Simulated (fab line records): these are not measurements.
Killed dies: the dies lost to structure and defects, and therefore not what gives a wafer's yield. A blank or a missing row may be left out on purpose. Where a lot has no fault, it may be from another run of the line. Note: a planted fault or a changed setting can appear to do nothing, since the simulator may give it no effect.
A struck lot beside a sound one + flow sky130 + 33 steps out of a route of 708
Sound: wafers L350.2, L350.3, L350.4. Wafers struck: L355.3, L355.5, L355.6. The cause is named last.
For every step that has rows: the tool of each side, followed by ch and its chambers, followed by its first start. Under that, the readings that differ: sound wafers + struck wafers + difference of the means + sigmas: that difference in standard deviations of wafers without a fault.
alike: readings whose means differ by less than 2 such deviations, and words and numbers that are the same on both sides. not compared: withheld readings, readings that some wafer has no value for, bounds like >300 that may hide the same value, and numbers for which the record gives no deviation and whose values overlap.
The two part at a step that has a row with sigmas, a row that says differs or no value, or rows on one side only. Numbers that don't overlap but have no deviation are shown without sigmas and don't part them. Lack of a reading on every wafer of one side parts them only where that side has two or more wafers.

first, 4 steps without rows for these wafers: SKY_LOCAL_INTERCONNECT_SOFTBAKE_07 (time 90 s); SKY_LOCAL_INTERCONNECT_EXPOSE_08 (exposes mask LI1M, target cd 170 nm); SKY_LOCAL_INTERCONNECT_PEB_09; SKY_LOCAL_INTERCONNECT_DEVELOP_10 (develop time 60 s).
SKY_LOCAL_INTERCONNECT_CD_MEAS_11: the cd target is 170 nm.
  struck on cd-sem-02, day 33 21:07; sound on cd-sem-01, day 30 23:19
  alike: cd-nm
SKY_LOCAL_INTERCONNECT_OVL_MEAS_12:
  struck on overlay-02, day 33 21:13; sound on overlay-02, day 30 23:25
  alike: LOCAL_INTERCONNECT_OVL
SKY_LOCAL_INTERCONNECT_ETCH_13: etches BARC in N2/H2, stops on SiO2, time 45.9 s, target depth 60 nm.
  sound on rie-metal-04 ch 0,1, day 30 23:26; struck on rie-metal-03 ch 0,1, day 33 21:15
  alike: drypump-motor-current-A, oes-product-au, throttle-valve-pct
  not compared: rf-hours-counter-h
SKY_LOCAL_INTERCONNECT_METAL_ETCH_14: etches TiN in Cl2/BCl3, stops on PSG, target depth 110 nm, time 31.4 s.
  sound on rie-metal-04 ch 0,1, day 30 23:31; struck on rie-metal-03 ch 0,1, day 33 21:19
  alike: drypump-motor-current-A, oes-product-au, throttle-valve-pct
  not compared: rf-hours-counter-h
SKY_LOCAL_INTERCONNECT_STRIP_15: strips in O2/N2.
  sound on plasma-asher-02 ch 0,1, day 30 23:34; struck on plasma-asher-03 ch 0,1, day 33 21:23
  alike: drypump-motor-current-A, oes-product-au, strip-time-to-endpoint-s
  not compared: rf-hours-counter-h
then, 3 steps without rows for these wafers: SKY_LOCAL_INTERCONNECT_STRIP_16 (strips in post etch residue remover, time 1200 s); SKY_LOCAL_INTERCONNECT_CLEAN_17 (cleans in IPA, time 180 s); SKY_LOCAL_INTERCONNECT_CLEAN_18 (cleans in O3/DIW).
SKY_CONTACT_CVD_00: deposits Si3N4, target thk 75 nm.
  sound on pecvd-01 ch 0,1,2, day 31 00:10; struck on pecvd-04 ch 1,2, day 33 21:57
| reading                                   | sound             | struck            | difference | sigmas |
|-------------------------------------------|-------------------|-------------------|------------|--------|
| model.Si3N4_of_CONTACT_CVD_00.thk-nm (nm) | 73.61 73.96 75.29 | 109.5 110.1 110.4 | +35.7      |        |
  alike: heater-power-w
SKY_CONTACT_THK_MEAS_01:
  struck on film-metro-03, day 33 22:00; sound on film-metro-03, day 31 00:13
| reading                 | sound          | struck            | difference | sigmas |
|-------------------------|----------------|-------------------|------------|--------|
| CONTACT_CVD_00_THK (nm) | 73.6 74.0 75.3 | 109.4 110.2 110.4 | +35.7      | +39    |
then, 1 step without rows for these wafers: SKY_CONTACT_HDPCVD_02 (deposits SiO2, target thk 565 nm, time 94.2 s).
SKY_CONTACT_THK_MEAS_03:
  struck on film-metro-01, day 33 22:08; sound on film-metro-01, day 31 00:22
  alike: CONTACT_HDPCVD_THK
SKY_CONTACT_CMP_04: polishes SiO2.
  sound on cmp-01 ch 0,2,3, day 31 00:25; struck on cmp-02 ch 0,1,2, day 33 22:19
  alike: edge-zone-pressure-frac, motor-current-A, platen-rpm, retaining-ring-pressure-frac
SKY_CONTACT_BOW_MEAS_05:
  struck on film-metro-01, day 33 22:31; sound on film-metro-04, day 31 00:44
  alike: CONTACT_BOW
then, 8 steps without rows for these wafers: SKY_CONTACT_DEHYDRATE_06 (time 60 s); SKY_CONTACT_HMDS_07 (prime time 60 s); SKY_CONTACT_COAT_08 (resist thk 60 nm); SKY_CONTACT_COAT_09 (resist thk 450 nm); SKY_CONTACT_SOFTBAKE_10 (time 90 s); SKY_CONTACT_EXPOSE_11 (exposes mask CTM1, target cd 170 nm); SKY_CONTACT_PEB_12; SKY_CONTACT_DEVELOP_13 (develop time 60 s).
SKY_CONTACT_CD_MEAS_14: the cd target is 170 nm.
  struck on cd-sem-02, day 35 00:42; sound on cd-sem-01, day 32 04:04
  alike: cd-nm
SKY_CONTACT_OVL_MEAS_15:
  struck on overlay-02, day 35 00:47; sound on overlay-02, day 32 04:10
  alike: CONTACT_OVL
then, 1 step without rows for these wafers: SKY_CONTACT_ETCH_16 (etches BARC in N2/H2, stops on SiO2, time 45.9 s, target depth 60 nm).
SKY_CONTACT_ETCH_17: etches SiO2 in C4F8/O2/Ar, stops on Si3N4, target depth 340 nm.
  sound on rie-diel-04 ch 0,1,3, day 32 04:14; struck on rie-diel-01 ch 1,2,3, day 35 00:52
  alike: oes-product-au
SKY_CONTACT_ETCH_18: etches Si3N4 in CHF3/O2, stops on TiN, time 39 s, target depth 75 nm.
  sound on rie-diel-04 ch 0,1,3; struck on rie-diel-01 ch 1,2,3
| reading                  | sound             | struck            | difference | sigmas |
|--------------------------|-------------------|-------------------|------------|--------|
| oes-product-au (a.u.)    | 0.846 0.846 0.855 | 1.001 1.005 0.998 | +0.152     | +19    |
| throttle-valve-pct (%)   | 8.789 8.785 8.784 | 8.836 8.817 8.826 | +0.040     | +5     |
| model.etch.depth-nm (nm) | 73.61 73.96 75.29 | 97.28 97.7 98.52  | +23.55     |        |
  alike: drypump-motor-current-A
  not compared: rf-hours-counter-h
then, 1 step without rows for these wafers: SKY_CONTACT_STRIP_19 (strips in O2/N2).
-- the record jumps here: 13 days lie between the struck wafers' starts before and after (it left off in module CONTACT and takes up again in module PAD_OPEN, whose first step shown is number 708 of the route) --
SKY_PAD_OPEN_PROBE_99:
  struck on prober-01, day 48 07:59; sound on prober-02, day 46 01:29
| reading            | sound    | struck      | difference | sigmas |
|--------------------|----------|-------------|------------|--------|
| killed-at-contacts | 30 29 22 | 446 422 430 | +406       | +74    |
| killed-dies        | 86 72 96 | 492 492 492 | +407       | +45    |
| killed-on-rim      | 16 15 18 | 96 96 96    | +80        | +20    |
  alike: killed_at_M0_to_M3, killed_at_M4_up, killed-at-front-end, killed-at-other, killed-open, killed-short

## WHERE THEY PART
First at SKY_CONTACT_THK_MEAS_01; last, within this record, at SKY_PAD_OPEN_PROBE_99.

WHY: what had been put in by the simulator
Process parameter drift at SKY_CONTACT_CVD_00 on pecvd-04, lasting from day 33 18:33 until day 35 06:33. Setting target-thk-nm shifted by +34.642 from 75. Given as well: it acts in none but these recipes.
